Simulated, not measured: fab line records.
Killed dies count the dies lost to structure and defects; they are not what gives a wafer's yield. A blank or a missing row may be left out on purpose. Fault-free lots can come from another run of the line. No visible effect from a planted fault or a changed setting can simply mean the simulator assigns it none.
Which tool was responsible? ; flow gf180mcu ; 12 lots, 36 wafers sampled, at 6 steps of a route of 602

WHAT THE GAUGES SHOWED, per wafer
GF_NWELL_OVL_MEAS_07. Usual: for NWELL_OVL the level is 0.3 nm and the standard deviation is 1.3.
lot;measured;on;NWELL_OVL (nm);flag
L959;day 3 07:01;overlay-02;-0.8 0.1 -0.9;
L960;day 3 11:04;overlay-01;0.1 0.4 0.7;
L966;day 4 19:43;overlay-01;0.0 -0.6 0.2;
L969;day 5 13:13;overlay-02;-2.7 -2.7 -1.8;
L971;day 6 02:34;overlay-02;0.9 1.4 1.3;
L974;day 6 16:56;overlay-01;0.7 -0.5 -1.4;
L975;day 6 21:28;overlay-02;0.3 1.5 1.1;
L977;day 7 10:31;overlay-01;-0.5 -1.7 0.2;
L979;day 7 19:53;overlay-01;0.0 -0.3 -2.4;
L980;day 8 01:46;overlay-01;0.5 0.5 -0.1;
L981;day 8 07:51;overlay-01;1.6 0.8 1.6;
L982;day 8 13:49;overlay-01;0.0 0.1 -0.7;

GF_VT_IMPLANT_OVL_MEAS_29. Usual: for VT_IMPLANT_02_OVL the level is -0.5 nm and the standard deviation is 1.6.
lot;measured;on;VT_IMPLANT_02_OVL (nm);flag
L959;day 6 19:48;overlay-01;1.6 0.7 1.4;
L960;day 7 01:25;overlay-02;0.7 0.5 3.0;
L966;day 8 17:07;overlay-02;- -1.0 2.2;
L969;day 9 14:09;overlay-01;-2.1 - -;
L971;day 10 06:04;overlay-01;-1.4 -2.3 -1.8;
L974;day 10 22:25;overlay-02;-0.9 -0.8 -0.7;
L975;day 11 04:43;overlay-02;0.5 0.6 -0.8;
L977;day 11 19:45;overlay-01;-0.2 -0.2 -0.1;
L979;day 12 07:19;overlay-02;-0.5 0.2 -0.8;
L980;day 12 12:55;overlay-02;-1.5 -2.2 -2.5;
L981;day 12 19:02;overlay-02;-1.4 -1.3 -1.9;
L982;day 13 02:25;overlay-02;-2.4 -0.9 0.5;

GF_VT_IMPLANT_TW_MEAS_32. Usual: for VT_IMPLANT_3_TW the level is 264.6 and the standard deviation is 1.5.
lot;measured;on;VT_IMPLANT_3_TW;flag
L959;day 6 20:05;film-metro-01;260.9 262.6 262.6;
L960;day 7 01:43;film-metro-01;262.9 264.3 263.8;
L966;day 8 17:28;film-metro-04;29.7 265.8 264.3;OFF
L969;day 9 14:26;film-metro-04;266.7 29.7 29.5;OFF
L971;day 10 06:22;film-metro-01;265.4 264.3 266.5;
L974;day 10 22:43;film-metro-01;264.1 265.4 264.7;
L975;day 11 05:01;film-metro-01;263.9 266.5 264.1;
L977;day 11 20:05;film-metro-04;262.9 263.0 264.2;
L979;day 12 07:37;film-metro-01;265.8 265.7 265.6;
L980;day 12 13:12;film-metro-04;263.3 262.3 263.7;
L981;day 12 19:20;film-metro-03;268.0 269.7 267.2;
L982;day 13 02:43;film-metro-03;263.6 265.7 263.7;

WHAT TOOL EACH LOT RAN ON (gives the tool, then ch and the chambers of the sampled wafers, and finally the start)
lot;GF_MVPSD_STRIP_10;GF_VT_IMPLANT_STRIP_20;GF_VT_IMPLANT_DEVELOP_28
L959;plasma-asher-02 ch 0,1, day 4 23:29;plasma-asher-02 ch 0,1, day 6 04:04;litho-track-02 ch 0, day 6 19:39
L960;plasma-asher-01 ch 0,1, day 5 05:02;plasma-asher-02 ch 0,1, day 6 10:16;litho-track-02 ch 0, day 7 01:20
L966;plasma-asher-04 ch 0,1, day 6 16:38;plasma-asher-02 ch 0,1, day 8 00:31;litho-track-02 ch 0, day 8 17:02
L969;plasma-asher-04 ch 0,1, day 7 11:31;plasma-asher-03 ch 0,1, day 8 20:47;litho-track-02 ch 0, day 9 14:00
L971;plasma-asher-01 ch 0,1, day 8 02:52;plasma-asher-04 ch 0,1, day 9 12:59;litho-track-01 ch 0, day 10 05:58
L974;plasma-asher-04 ch 0,1, day 8 18:08;plasma-asher-03 ch 0,1, day 10 04:17;litho-track-04 ch 0, day 10 22:16
L975;plasma-asher-04 ch 0,1, day 8 23:35;plasma-asher-04 ch 0,1, day 10 10:23;litho-track-04 ch 0, day 11 04:34
L977;plasma-asher-04 ch 0, day 9 13:28;plasma-asher-04 ch 0,1, day 11 01:02;litho-track-01 ch 0, day 11 19:37
L979;plasma-asher-04 ch 0, day 10 01:02;plasma-asher-03 ch 0, day 11 13:29;litho-track-04 ch 0, day 12 07:10
L980;plasma-asher-01 ch 0,1, day 10 06:02;plasma-asher-03 ch 0,1, day 11 18:25;litho-track-02 ch 0, day 12 12:47
L981;plasma-asher-02 ch 0,1, day 10 12:08;plasma-asher-02 ch 0,1, day 12 01:16;litho-track-04 ch 0, day 12 18:55
L982;plasma-asher-01 ch 0,1, day 10 19:41;plasma-asher-04 ch 0,1, day 12 08:31;litho-track-04 ch 0, day 13 02:16
- GF_MVPSD_STRIP_10: strips in O2/N2.
- GF_VT_IMPLANT_STRIP_20: strips in O2/N2.
- GF_VT_IMPLANT_DEVELOP_28: develop time 60 s.

AS READ BY THE TOOLS THEMSELVES (means over the sampled wafers that have a number; for cases with no such wafer, the mark the record gives instead)
GF_MVPSD_STRIP_10. Usual: drypump-motor-current-A 5.7 A, standard deviation 0.54; heater-power-w 314 W, standard deviation 29; oes-product-au 0.722 a.u., standard deviation 0.0044; strip-time-to-endpoint-s 36.99 s, standard deviation 0.1.
lot;tool;drypump-motor-current-A (A);heater-power-w (W);oes-product-au (a.u.);strip-time-to-endpoint-s (s);flag
L959;plasma-asher-02;5.8;373;0.719;36.98;
L960;plasma-asher-01;5.6;299;0.727;36.87;
L966;plasma-asher-04;5.4;302;0.723;37.09;
L969;plasma-asher-04;5.8;314;0.724;36.91;
L971;plasma-asher-01;5.6;298;0.722;36.92;
L974;plasma-asher-04;5.9;310;0.722;37.16;
L975;plasma-asher-04;5.9;309;0.723;36.95;
L977;plasma-asher-04;4.8;288;0.722;37.07;
L979;plasma-asher-04;4.9;288;0.720;36.86;
L980;plasma-asher-01;5.6;303;0.718;36.99;
L981;plasma-asher-02;6.1;374;0.726;37.01;
L982;plasma-asher-01;5.7;299;0.721;37.01;

GF_VT_IMPLANT_STRIP_20. Usual: drypump-motor-current-A 5.8 A, standard deviation 0.43; heater-power-w 354 W, standard deviation 28; oes-product-au 0.717 a.u., standard deviation 0.0049; strip-time-to-endpoint-s 12.64 s, standard deviation 0.037.
lot;tool;drypump-motor-current-A (A);heater-power-w (W);oes-product-au (a.u.);strip-time-to-endpoint-s (s);flag
L959;plasma-asher-02;5.8;368;0.719;12.67;
L960;plasma-asher-02;5.8;371;0.715;12.62;
L966;plasma-asher-02;6.1;365;0.715;12.64;
L969;plasma-asher-03;5.8;358;0.717;12.66;
L971;plasma-asher-04;5.4;299;0.720;12.63;
L974;plasma-asher-03;5.8;358;0.712;12.63;
L975;plasma-asher-04;5.4;302;0.718;12.67;
L977;plasma-asher-04;5.4;298;0.719;12.67;
L979;plasma-asher-03;5.6;378;0.714;12.66;
L980;plasma-asher-03;5.8;356;0.719;12.71;
L981;plasma-asher-02;6.1;373;0.719;12.63;
L982;plasma-asher-04;5.4;298;0.719;12.61;

THE ANSWER, worked out from the rows above alone
Rule: a lot is off if the mean of its wafers that have a number lies more than 3 standard deviations from the usual mean. A lot without any number at a reading at which 4 lots or more have one is off too. Any other lot the step has rows for is counted as sound. Order of review: gauges by route order, followed by the tools' own readings, for which a lot's mean as printed above is used. At the first step where some lot is off, the reading lying furthest off is the one used; lots without a number count as furthest.
Off: L966, L969, seen at GF_VT_IMPLANT_TW_MEAS_32 (VT_IMPLANT_3_TW).
A tool fits if, at a process step before that reading, it ran every lot that is off, and no sound lot after the first of them. Those tools and the gauges at GF_VT_IMPLANT_TW_MEAS_32 are tried in the same way. Of those tried, none fits.

WHAT THE SIMULATOR HAD PUT IN
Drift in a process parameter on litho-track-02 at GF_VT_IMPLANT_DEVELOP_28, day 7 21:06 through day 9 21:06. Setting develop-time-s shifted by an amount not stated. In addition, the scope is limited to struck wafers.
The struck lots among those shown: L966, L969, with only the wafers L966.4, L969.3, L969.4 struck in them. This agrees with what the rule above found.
